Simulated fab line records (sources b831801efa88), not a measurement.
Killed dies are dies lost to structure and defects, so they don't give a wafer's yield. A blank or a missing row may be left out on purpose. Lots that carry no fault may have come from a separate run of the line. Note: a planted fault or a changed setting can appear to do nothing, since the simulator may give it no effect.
Which tool did it? ; flow sky130 ; Sampling: 12 lots, 36 wafers, 4 of 708 route steps

## WHAT THE GAUGES SHOWED, per wafer
SKY_METAL3_CD_MEAS_13: the cd target is 300 nm.
lot;measured;on;cdNm (nm)
L657;day 39 00:21;cdSem-01;299.8 299.1 298.1
L658;day 39 20:55;cdSem-02;299.5 300.4 300.0
L659;day 40 12:19;cdSem-01;300.6 300.2 299.2
L661;day 40 16:53;cdSem-02;299.6 298.4 299.7
L663;day 41 12:50;cdSem-01;298.5 297.3 297.9
L664;day 41 20:01;cdSem-01;299.3 299.0 298.0
L671;day 43 05:26;cdSem-02;297.7 298.7 296.9
L674;day 43 21:52;cdSem-01;298.8 297.3 297.2
L675;day 44 11:28;cdSem-02;301.0 299.3 302.1
L676;day 44 18:30;cdSem-01;299.9 300.1 300.8
L677;day 44 23:47;cdSem-02;296.0 297.4 298.7
L678;day 45 08:04;cdSem-02;301.1 301.2 300.2

SKY_VIA3_CD_MEAS_12: the cd target is 200 nm.
lot;measured;on;cdNm (nm)
L657;day 40 02:56;cdSem-02;199.8 200.4 199.8
L658;day 40 22:24;cdSem-01;201.1 200.4 199.6
L659;day 41 13:51;cdSem-01;198.3 198.4 198.3
L661;day 41 18:53;cdSem-02;204.6 203.0 202.5
L663;day 42 14:17;cdSem-02;199.2 200.3 198.5
L664;day 42 21:09;cdSem-01;201.5 202.2 201.9
L671;day 44 06:05;cdSem-02;198.1 198.5 198.0
L674;day 44 21:48;cdSem-01;201.0 201.0 200.4
L675;day 45 10:10;cdSem-02;201.7 202.7 203.5
L676;day 45 17:20;cdSem-02;200.9 200.6 200.8
L677;day 45 22:41;cdSem-01;199.4 199.0 197.2
L678;day 46 06:24;cdSem-02;200.2 200.3 200.1

SKY_VIA3_RS_MEAS_22: measurement is done with a four-point probe.
lot;measured;on;VIA3_W_RS (ohm/sq)
L657;day 40 04:01;filmMetro-02;0.295 0.297 0.291
L658;day 40 23:26;filmMetro-02;0.294 0.283 0.290
L659;day 41 14:55;filmMetro-04;0.294 0.293 0.296
L661;day 41 19:56;filmMetro-04;0.299 0.289 0.290
L663;day 42 15:19;filmMetro-04;0.287 0.296 0.297
L664;day 42 22:11;filmMetro-04;0.286 0.286 0.281
L671;day 44 07:10;filmMetro-03;0.297 0.293 0.301
L674;day 44 22:56;filmMetro-04;0.294 0.287 0.297
L675;day 45 11:14;filmMetro-04;0.287 0.290 0.287
L676;day 45 18:22;filmMetro-03;0.282 0.289 0.282
L677;day 45 23:43;filmMetro-04;0.289 0.300 0.295
L678;day 46 07:26;filmMetro-03;0.290 0.292 0.295

## EACH LOT AND THE TOOL THAT RAN IT (in order: tool; ch and the chambers of the sampled wafers; start)
lot;SKY_VIA3_ETCH_14
L657;rieDiel-02 ch 1,2,3, day 40 03:06
L658;rieDiel-02 ch 1,2, day 40 22:34
L659;rieDiel-01 ch 0,2, day 41 14:01
L661;rieDiel-02 ch 0,2, day 41 19:03
L663;rieDiel-02 ch 0,1,3, day 42 14:27
L664;rieDiel-02 ch 0,1, day 42 21:19
L671;rieDiel-04 ch 0,2, day 44 06:15
L674;rieDiel-01 ch 1,2,3, day 44 21:58
L675;rieDiel-01 ch 1,2, day 45 10:18
L676;rieDiel-01 ch 0,1,3, day 45 17:30
L677;rieDiel-04 ch 1,2,3, day 45 22:48
L678;rieDiel-04 ch 1,2,3, day 46 06:31
- SKY_VIA3_ETCH_14: etches BARC in N2/H2, stops on SiO2, time 45.9 s, target depth 60 nm.

## AS READ BY THE TOOLS THEMSELVES (means over the sampled wafers that have a number; for cases with no such wafer, the mark the record gives instead)
SKY_VIA3_ETCH_14.
lot;tool;chamberPressureMTorr (mTorr);drypumpMotorCurrentA (A);oesProductAu (a.u.);rfFwdPowerW (W);throttleValvePct (%)
L657;rieDiel-02;30.027;5.4;0.854;494.5;13.220
L658;rieDiel-02;30.009;5.5;0.855;494.2;13.239
L659;rieDiel-01;29.987;5.8;0.857;492.4;13.218
L661;rieDiel-02;29.979;6.0;0.857;496.2;13.224
L663;rieDiel-02;30.008;5.6;0.852;575.7;13.226
L664;rieDiel-02;29.966;5.8;0.858;575.5;13.223
L671;rieDiel-04;30.011;5.9;0.859;494.2;13.222
L674;rieDiel-01;30.009;5.7;0.858;495.1;13.222
L675;rieDiel-01;30.014;5.8;0.857;494.7;13.223
L676;rieDiel-01;30.011;5.6;0.851;495.8;13.227
L677;rieDiel-04;30.013;5.9;0.850;495.6;13.222
L678;rieDiel-04;29.995;5.9;0.858;495.1;13.224

## THE ANSWER, worked out from the rows above alone
Rule: the usual values come from the lots themselves. The widest of any qualifying gaps counts: lots, ordered by their means at a reading, are off when they make up no more than a third of the lots, leave a main group of 4 or more, and stand apart from it by 3 or more times the standard deviation of that group's means. A main group is skipped when, at the precision printed for the reading in the tables above, its means are all equal. A lot without any number at a reading at which 4 lots or more have one is off too. Any other lot the step has rows for is counted as sound. The gauges are gone through in route order, then the tools' own readings, and for those a lot's mean is taken as printed above. At the first step where some lot is off, the reading lying furthest off is the one used; lots without a number count as furthest.
Off at SKY_VIA3_ETCH_14 (rfFwdPowerW): L663, L664. The main group: mean 494.8 W, standard deviation 1.
A tool fits if, at that step or a process step before it, it ran every lot that is off, and no sound lot after the first of them. One fits: rieDiel-02 at SKY_VIA3_ETCH_14. Its last sound lot is L661 (day 41 19:03), its first lot that is off L663 (day 42 14:27): a fault that began between those two fits.
On the lots that are off, the tool's own readings at SKY_VIA3_ETCH_14 differ by more than 5 times the standard deviation of the sound lots' means, which bears it out; rfFwdPowerW reads 575.6 W there versus 494.8 W on the sound lots.

## WHAT WAS PUT IN BY THE SIMULATOR
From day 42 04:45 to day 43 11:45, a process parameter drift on rieDiel-02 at SKY_VIA3_ETCH_14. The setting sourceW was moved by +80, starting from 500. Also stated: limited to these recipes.
Struck lots among those shown: L663, L664. The same result came from the rule above.
